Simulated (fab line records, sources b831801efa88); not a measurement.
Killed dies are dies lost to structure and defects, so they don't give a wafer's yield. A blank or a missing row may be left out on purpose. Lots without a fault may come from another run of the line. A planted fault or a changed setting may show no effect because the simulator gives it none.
One fault seen from 2 desks | flow sky130 | each desk has only its own numbers; what lay behind them comes last

THE TOOL OWNER'S DESK: lpcvd-02
The tool's own readings at SKY_POLY_GATE_CVD_03 (deposits Si3N4 from DCS/NH3, target thk 75 nm, time 1290 s): means of the sampled wafers that have a number, for each lot that ran on this tool. A lot is out of limits, marked OUT, if its mean lies more than 4 standard deviations from the usual mean; the brackets give that distance.
Columns: A = spike_tc_centre_C at SKY_POLY_GATE_CVD_03, usual 771.1 C; B = zone_power_bottom_pct at SKY_POLY_GATE_CVD_03, usual 20.9 %; C = zone_power_lower_pct at SKY_POLY_GATE_CVD_03, usual 13.7 %
lot  | first seen here | A     | B    | C
L275 | day 15 16:39    | 770.3 | 19.9 | 13.3
L276 | day 16 03:45    | 771.3 | 21.8 | 13.9
L277 | day 16 14:44    | 770.8 | 21.6 | 14.0
L278 | day 17 02:51    | 770.6 | 21.9 | 13.9
L279 | day 17 11:15    | 771.0 | 21.9 | 14.0
L280 | day 17 16:38    | 770.5 | 21.6 | 14.0
L284 | day 19 06:26    | 771.0 | 19.9 | 13.3
L287 | day 21 07:18    | 771.8 | 19.9 | 13.3
L289 | day 21 07:18    | 771.3 | 19.6 | 13.4
L296 | day 24 01:58    | 772.0 | 19.8 | 13.3
This desk's finding: nothing out of limits on any of the 10 lots.

THE METROLOGY DESK
What the gauges read, lot by lot, whatever tool the lot ran on: means of the sampled wafers that have a number. A lot is out of limits, marked OUT, if its mean lies more than 4 standard deviations from the usual mean; the brackets give that distance.
Columns: A = POLY_GATE_CVD_03_THK at SKY_POLY_GATE_THK_MEAS_04, usual 74.8 nm; B = cd_nm at SKY_SD_N_CD_MEAS_07, usual 380.1 nm; C = CONTACT_HDPCVD_THK at SKY_CONTACT_THK_MEAS_03, usual 565 nm
lot  | first seen here | A              | B     | C
L275 | day 15 18:01    | 74.9           | 380.2 | 572
L276 | day 16 05:07    | 74.0           | 382.4 | 560
L277 | day 16 16:06    | 75.5           | 377.5 | 564
L278 | day 17 04:14    | 75.7           | 379.7 | 564
L279 | day 17 12:37    | 76.0           | 383.3 | 558
L280 | day 17 17:59    | 74.9           | 377.5 | 569
L284 | day 19 07:48    | 73.8           | 380.3 | 565
L287 | day 21 08:40    | 46.3 (-40) OUT | 379.5 | 563
L289 | day 21 08:40    | 46.0 (-41) OUT | 382.7 | 564
L296 | day 24 03:21    | 75.4           | 378.9 | 563
This desk's finding: out of limits on L287, L289; first on L287, day 21 08:40 (POLY_GATE_CVD_03_THK at SKY_POLY_GATE_THK_MEAS_04). In limits: L275, L276, L277, L278, L279, L280, L284, L296.

PUT TOGETHER
The metrology desk could have raised an alarm at day 21 08:40, on L287, L289.
The tool owner's desk saw nothing out of limits.
The tool owner's desk has L287, L289 on record, within its limits.
Of the lots named, all ran SKY_POLY_GATE_CVD_03 on lpcvd-02.

WHAT THE SIMULATOR HAD PUT IN
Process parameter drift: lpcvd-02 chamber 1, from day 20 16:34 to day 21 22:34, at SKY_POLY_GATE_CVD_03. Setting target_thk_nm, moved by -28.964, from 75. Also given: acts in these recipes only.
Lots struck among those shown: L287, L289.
Hours from the fault's start to each desk's first reading out of limits: the metrology desk, 16.
